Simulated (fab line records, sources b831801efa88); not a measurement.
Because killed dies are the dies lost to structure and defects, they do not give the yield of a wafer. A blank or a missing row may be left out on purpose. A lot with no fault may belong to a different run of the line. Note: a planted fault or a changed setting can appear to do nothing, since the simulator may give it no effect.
2 desks looking at one fault || flow gf180mcu || numbers are kept per desk, each desk with only its own; the story behind them comes last

== THE TOOL OWNER'S DESK: cvd w-01 ==
The tool's own readings at GF_V3_CVD_23 (deposits W, target thk 350 nm, time 104.9 s): means of the sampled wafers that have a number, for each lot that ran on this tool. The brackets show how far a lot's mean lies from the usual mean; more than 4 standard deviations puts the lot out of limits, marked OUT.
Columns: A = chamber pressure Torr at GF_V3_CVD_23, usual 40.00 Torr; B = heater power w at GF_V3_CVD_23, usual 906 W
{"lot": "L769", "first seen here": "day 25 03:35", "A": 40.01, "B": 910}
{"lot": "L770", "first seen here": "day 25 21:26", "A": 40.06, "B": 926}
{"lot": "L774", "first seen here": "day 26 21:35", "A": "40.67 (+7.4) OUT", "B": 932}
{"lot": "L777", "first seen here": "day 28 00:37", "A": "41.19 (+13) OUT", "B": 896}
This desk finds L774, L777 out of limits, L774 being first, at day 26 21:35 (chamber pressure Torr at GF_V3_CVD_23). Within limits: L769, L770.

== THE METROLOGY DESK ==
Lot by lot, what the gauges showed, no matter which tool ran the lot: averages of those sampled wafers that carry a number. The brackets show how far a lot's mean lies from the usual mean; more than 4 standard deviations puts the lot out of limits, marked OUT.
Columns: A = cd nm at GF_V3_CD_MEAS_14, usual 259.7 nm; B = V3_OVL at GF_V3_OVL_MEAS_15, usual 0 nm; C = V3_W_RS at GF_V3_RS_MEAS_24, usual 0.326 ohm/sq
{"lot": "L769", "first seen here": "day 25 02:39", "A": 259.3, "B": 1, "C": 0.325}
{"lot": "L770", "first seen here": "day 25 20:32", "A": 258.1, "B": -12, "C": 0.324}
{"lot": "L772", "first seen here": "day 26 11:32", "A": 258.0, "B": 1, "C": 0.327}
{"lot": "L774", "first seen here": "day 26 20:41", "A": 256.9, "B": -7, "C": 0.324}
{"lot": "L777", "first seen here": "day 27 23:40", "A": 261.4, "B": -4, "C": 0.320}
{"lot": "L783", "first seen here": "day 29 01:32", "A": 261.8, "B": 4, "C": 0.326}
This desk's finding: nothing out of limits on any of the 6 lots.

== PUT TOGETHER ==
On L774, L777, at day 26 21:35, an alarm was possible from the tool owner's desk.
Metrology desk: nothing out of limits seen.
The metrology desk holds a record of L774, L777, inside its limits.
Every lot named ran GF_V3_CVD_23 on cvd w-01.

== WHAT THE SIMULATOR PUT IN ==
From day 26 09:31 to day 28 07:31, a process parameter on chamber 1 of cvd w-01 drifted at GF_V3_CVD_23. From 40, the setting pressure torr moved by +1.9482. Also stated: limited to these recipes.
Lots struck among those shown: L774, L777.
Each desk's first reading out of limits, in hours after the fault started: the tool owner's desk, 12.
